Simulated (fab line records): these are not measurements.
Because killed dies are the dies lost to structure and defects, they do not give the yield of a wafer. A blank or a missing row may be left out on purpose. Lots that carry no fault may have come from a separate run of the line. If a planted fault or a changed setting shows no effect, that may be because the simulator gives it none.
Split-lot experiment -- flow sfq line -- 23 wafers read across 5 lots, on a route 325 steps long

## THE SPLIT ITSELF
At SFQ_TRILAYER_I5_BARC_OPEN_VIA_ETCH_200 (etches BARC in O2, target depth 125 nm, time 41.7 s), the setting time s was moved away from the recipe's 41.7 s on 7 of the 23 wafers read, by -10.6% to +4.1%. This setting was run at the recipe's value on the other wafers.

The split's own step is where the reading is taken.

## THE READING
oes product au, in a.u., at SFQ_TRILAYER_I5_BARC_OPEN_VIA_ETCH_200 (etches BARC in O2, target depth 125 nm, time 41.7 s). A value of 0.685 a.u. with a standard deviation of 0.0043 a.u. is what fault-free wafers of this fab line usually give.

wafer,"tool, chamber at the split","time s as run, s",against the recipe,"oes product au, a.u.",against lot-mates on the recipe
L075.1,"rie diel-04, 3",43.4,+4.1%,0.690,+0.006
L075.2,"rie diel-04, 1",43.4,+4.1%,0.680,-0.004
L075.3,"rie diel-04, 0",41.7,recipe,0.683,-
L075.5,"rie diel-04, 2",41.7,recipe,0.686,-
L075.6,"rie diel-04, 3",41.7,recipe,0.682,-
L080.1,"rie diel-02, 3",41.7,recipe,0.685,-
L080.3,"rie diel-02, 1",41.7,recipe,0.685,-
L080.4,"rie diel-02, 2",38.41,-7.9%,0.712,+0.027
L080.5,"rie diel-02, 2",38.41,-7.9%,0.712,+0.027
L080.6,"rie diel-02, 3",38.41,-7.9%,0.706,+0.021
L082.1,"rie diel-01, 3",41.7,recipe,0.680,-
L082.2,"rie diel-01, 1",41.7,recipe,0.683,-
L082.4,"rie diel-01, 2",41.7,recipe,0.686,-
L082.5,"rie diel-01, 0",37.28,-10.6%,0.722,+0.039
L082.6,"rie diel-01, 1",37.28,-10.6%,0.719,+0.036
L084.1,"rie diel-02, 0",41.7,recipe,0.683,-
L084.2,"rie diel-02, 2",41.7,recipe,0.682,-
L084.4,"rie diel-02, 2",41.7,recipe,0.683,-
L084.5,"rie diel-02, 3",41.7,recipe,0.680,-
L084.6,"rie diel-02, 0",41.7,recipe,0.686,-
L085.2,"rie diel-01, 3",41.7,recipe,0.675,-
L085.3,"rie diel-01, 2",41.7,recipe,0.684,-
L085.4,"rie diel-01, 1",41.7,recipe,0.678,-

FIT RESULTS
A straight line over all 23 wafers: oes product au changes by -0.00304 a.u. for each +1% of time s; r = -0.92; the points scatter about the line by 0.0055 a.u.
The same after taking each lot's own level away (the mean of its wafers on the recipe; 23 wafers): -0.00293 a.u. for each +1%; r = -0.93; scatter 0.005 a.u.
According to that fit, moving time s by its largest amount changes the reading by 0.031 a.u.
From 0.6790 to 0.6850 a.u.: that is the span of the lots' own levels, equal to 1.4 times the standard deviation above.
Consequently the slope shifts little with the lot-to-lot level, the two slopes agreeing.
Check: with one of the wafers moved furthest among these (-10.6%) left out of the fit, the line predicts +0.031 a.u. for it against its lot-mates. Against them it came out at +0.039 a.u.
Tool readings at the split's step, against how far the setting was moved: oes product au r = -0.92.

## ADDITIONAL SPLITS CARRIED BY THESE WAFERS
Before the reading, these wafers also passed through other splits. Each is held against what the fit with the lots' levels taken away leaves over:
other split on the same wafers,wafers away from the commonest value,r with oes product au (lot level and that fit taken away)
SFQ_TRILAYER_I4_VIA_LITHO_COAT_103 spin rpm,8,-0.06
SFQ_TRILAYER_JJ_TRILAYER_DEP_SPUTTER_109 power w,8,-0.47
SFQ_TRILAYER_JJ_CE_LITHO_COAT_119 resist thk nm,12,-0.02
SFQ_TRILAYER_M5_LITHO_COAT_123 spin rpm,7,+0.20
SFQ_TRILAYER_M5_LITHO_PEB_126 peb time s,8,+0.18
SFQ_TRILAYER_R5_LITHO_COAT_141 resist thk nm,5,+0.40

## THE WHOLE CHAIN: every reading that the file lists as answering this split, in the file's order
step,what it does,reading,change (the file's fit),r (the file's)
SFQ_TRILAYER_I5_BARC_OPEN_VIA_ETCH_200,"etches BARC in O2, target depth 125 nm, time 41.7 s",oes product au,-0.00306 a.u. for each +1% of the setting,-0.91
SFQ_TRILAYER_I5_BARC_OPEN_VIA_ETCH_200,"etches BARC in O2, target depth 125 nm, time 41.7 s","KrF_of_TRILAYER_I5_LITHO_COAT_144.thk nm (the simulator's own value, which no gauge read)",-0.517 nm for each +1% of the setting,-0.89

## FILE'S OWN FIT
oes product au changes by -0.00306 a.u. for each +1% of time s, r = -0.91.
